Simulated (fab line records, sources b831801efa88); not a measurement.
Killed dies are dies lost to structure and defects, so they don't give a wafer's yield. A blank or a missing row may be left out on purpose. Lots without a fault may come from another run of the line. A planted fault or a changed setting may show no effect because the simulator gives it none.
Which tool did it? | flow sky130 | 6 lots, 18 wafers sampled, at 1 step of a route of 708

WHAT THE GAUGES READ, wafer by wafer
SKY_SONOS_ONO_THK_MEAS_01.
lot  | measured     | on            | SONOS_ONO_OXIDATION_THK (nm)
L638 | day 12 01:08 | film_metro-04 | 2.57 2.54 2.53
L643 | day 14 19:08 | film_metro-01 | 2.55 2.57 2.62
L646 | day 15 01:41 | film_metro-03 | 2.61 2.65 2.63
L648 | day 15 18:20 | film_metro-04 | 2.62 2.59 2.61
L656 | day 18 01:20 | film_metro-01 | 2.58 2.60 2.57
L658 | day 18 20:17 | film_metro-03 | 2.52 2.42 2.55

WHICH TOOL RAN EACH LOT (tool, then ch and the chambers of the sampled wafers, then the start)
The record holds no process step before these readings.

THE ANSWER, worked out from the rows above alone
Rule: what is usual is taken from the lots themselves. Put in order of their means at a reading, lots are off if they are a third of the lots or fewer, leave a main group of 4 or more, and stand apart from it by a gap of 3 or more times the standard deviation of the main group's means; of several such gaps the widest counts. A main group whose means are all the same, to the digits that the tables above print for the reading, isn't used. A lot without any number at a reading at which 4 lots or more have one is off too. The other lots that the step has rows for count as sound.
No lot is off at any reading shown: from this, nothing can be told.

WHAT THE SIMULATOR HAD PUT IN
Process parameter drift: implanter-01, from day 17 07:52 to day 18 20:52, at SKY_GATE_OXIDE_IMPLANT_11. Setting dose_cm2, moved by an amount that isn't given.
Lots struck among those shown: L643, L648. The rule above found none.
